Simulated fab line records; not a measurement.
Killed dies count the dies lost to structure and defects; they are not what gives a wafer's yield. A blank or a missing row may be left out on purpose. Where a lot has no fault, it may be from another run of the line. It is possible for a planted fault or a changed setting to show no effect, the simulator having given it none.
A lot that was struck, set against a sound lot / flow sky130 / 28 steps out of a route of 708
Sound: wafers L598.2, L598.3, L598.5. Struck: wafer L611.5. (L611.1, L611.6 of the same lot were not struck and are left out.) The cause comes at the end.
Order at every step that has rows: each side's tool, ch and its chambers, its first start. Under that, the readings that differ: sound wafers / struck wafers / difference of the means / sigmas: that difference in standard deviations of wafers without a fault.
alike: same words and numbers on both sides, and readings whose means sit less than 2 such deviations apart. not compared: any withheld reading, any reading some wafer has no value for, any bound like >300 that may hide the same value, and any number with overlapping values for which the record gives no deviation.
A row with sigmas, a row that says differs or no value, or rows on one side alone: a step with any of these is where the two part. When numbers do not overlap yet have no deviation, they are printed without sigmas and do not part them. Lack of a reading on every wafer of one side parts them only where that side has two or more wafers.

first, 1 step without rows for these wafers: SKY_VIA4_ETCH_12 (etches SiO2 in C4F8/O2/Ar, stops on TiN, target depth 580 nm).
SKY_VIA4_STRIP_13: strips in O2/N2.
  sound on plasma_asher-03 ch 0,1, day 43 13:53; struck on plasma_asher-02 ch 1, day 47 03:54
  alike: drypump_motor_current_A, n2_flow_sccm, oes_product_au, strip_time_to_endpoint_s
  not compared: rf_hours_counter_h
then, 3 steps without rows for these wafers: SKY_VIA4_STRIP_14 (strips in post etch residue remover, time 1200 s); SKY_VIA4_CLEAN_15 (cleans in IPA, time 180 s); SKY_VIA4_CLEAN_16 (cleans in O3/DIW).
SKY_VIA4_SPUTTER_17: material TiN, target thk 20 nm, time 80 s.
  sound on pvd_sputter-02, day 43 14:28; struck on pvd_sputter-02, day 47 04:32
  alike: throttle_valve_pct
then, 1 step without rows for these wafers: SKY_VIA4_CVD_18 (deposits W, target thk 505 nm, time 152.14 s).
SKY_VIA4_RS_MEAS_19: the measuring method here is four-point-probe.
  sound on film_metro-03, day 43 14:43; struck on film_metro-03, day 47 04:44
  alike: VIA4_W_RS
SKY_VIA4_THK_MEAS_20: measures by xrf.
  sound on film_metro-03, day 43 14:49; struck on film_metro-03, day 47 04:52
  alike: VIA4_W_THK
then, 1 step without rows for these wafers: SKY_VIA4_CMP_21 (polishes, stops on SiO2, t overpolish 25 s, target thk 0 nm).
SKY_METAL5_SPUTTER_00: material Ti, target thk 15 nm, time 10 s.
  sound on pvd_sputter-02, day 43 15:10; struck on pvd_sputter-01, day 47 05:13
  alike: throttle_valve_pct
then, 1 step without rows for these wafers: SKY_METAL5_SPUTTER_01 (material TiN, target thk 20 nm, time 16.7 s).
SKY_METAL5_SPUTTER_02: material AlCu, target thk 1150 nm, time 61.2 s.
  sound on pvd_sputter-02, day 43 15:13; struck on pvd_sputter-01, day 47 05:16
  alike: throttle_valve_pct
SKY_METAL5_SPUTTER_03: material Ti, target thk 5 nm, time 3.3 s.
  sound on pvd_sputter-02, day 43 15:16; struck on pvd_sputter-01, day 47 05:19
  alike: throttle_valve_pct
then, 1 step without rows for these wafers: SKY_METAL5_SPUTTER_04 (material TiN, target thk 70 nm, time 58.3 s).
SKY_METAL5_RS_MEAS_05: the measuring method here is four-point-probe.
  sound on film_metro-03, day 43 15:22; struck on film_metro-04, day 47 05:23
reading=METAL5_ALCU_RS (ohm/sq); sound=0.0272 0.0274 0.0270; struck=0.0330; difference=+0.0058; sigmas=+18
SKY_METAL5_THK_MEAS_06: measures by xrf.
  sound on film_metro-03, day 43 15:28; struck on film_metro-04, day 47 05:30
reading=METAL5_ALCU_THK (nm); sound=1155 1145 1156; struck=985; difference=-167; sigmas=-13
then, 8 steps without rows for these wafers: SKY_METAL5_DEHYDRATE_07 (time 60 s); SKY_METAL5_HMDS_08 (prime time 60 s); SKY_METAL5_COAT_09 (resist thk 1800 nm); SKY_METAL5_SOFTBAKE_10 (time 60 s); SKY_METAL5_EXPOSE_11 (exposes mask MM5, target cd 1600 nm); SKY_METAL5_PEB_12; SKY_METAL5_DEVELOP_13 (develop time 60 s); SKY_METAL5_DESCUM_14 (chemistry O2, time 11 s).
SKY_METAL5_METAL_ETCH_15: etches the open film in Cl2/BCl3, stops on SiO2, target depth 1260 nm, time 252 s.
  sound on rie_metal-04 ch 0,1, day 44 13:56; struck on rie_metal-02 ch 1, day 48 01:20
reading=oes_product_au (a.u.); sound=0.894 0.902 0.894; struck=0.813; difference=-0.084; sigmas=-16
  alike: bcl3_flow_sccm, drypump_motor_current_A, throttle_valve_pct
  not compared: rf_hours_counter_h
SKY_METAL5_STRIP_16: strips in O2/N2.
  sound on plasma_asher-01 ch 0,1, day 44 14:10; struck on plasma_asher-01 ch 1, day 48 01:34
reading=n2_flow_sccm (sccm); sound=300.6 298.9 300.4; struck=301.9; difference=+1.9; sigmas=+2
reading=oes_product_au (a.u.); sound=0.712 0.714 0.715; struck=0.704; difference=-0.010; sigmas=-2
  alike: drypump_motor_current_A, strip_time_to_endpoint_s
  not compared: rf_hours_counter_h
SKY_PAD_OPEN_PROBE_99:
  sound on prober-02, day 46 12:10; struck on prober-01, day 49 16:55
reading=model.etest.met5.rs_ohm_sq_rim_less_centre; sound=1.808e-05 -0.00031 -0.0002331; struck=0.009334; difference=+0.009509; sigmas=
  alike: defect_limited_yield, killed_at_M0_to_M3, killed_at_M4_up, killed_at_contacts, killed_at_front_end, killed_at_other, killed_dies, killed_open, killed_short, sort_bin_3_pad_short, sort_bin_5_function, sort_bin_6_memory, sort_n_pass, sort_yield_pct

WHERE THEY PART
Earliest at SKY_METAL5_RS_MEAS_05; latest, in this record, at SKY_METAL5_STRIP_16. Later steps at which nothing parts them and some readings are alike: SKY_PAD_OPEN_PROBE_99.

WHY: what had been put in by the simulator
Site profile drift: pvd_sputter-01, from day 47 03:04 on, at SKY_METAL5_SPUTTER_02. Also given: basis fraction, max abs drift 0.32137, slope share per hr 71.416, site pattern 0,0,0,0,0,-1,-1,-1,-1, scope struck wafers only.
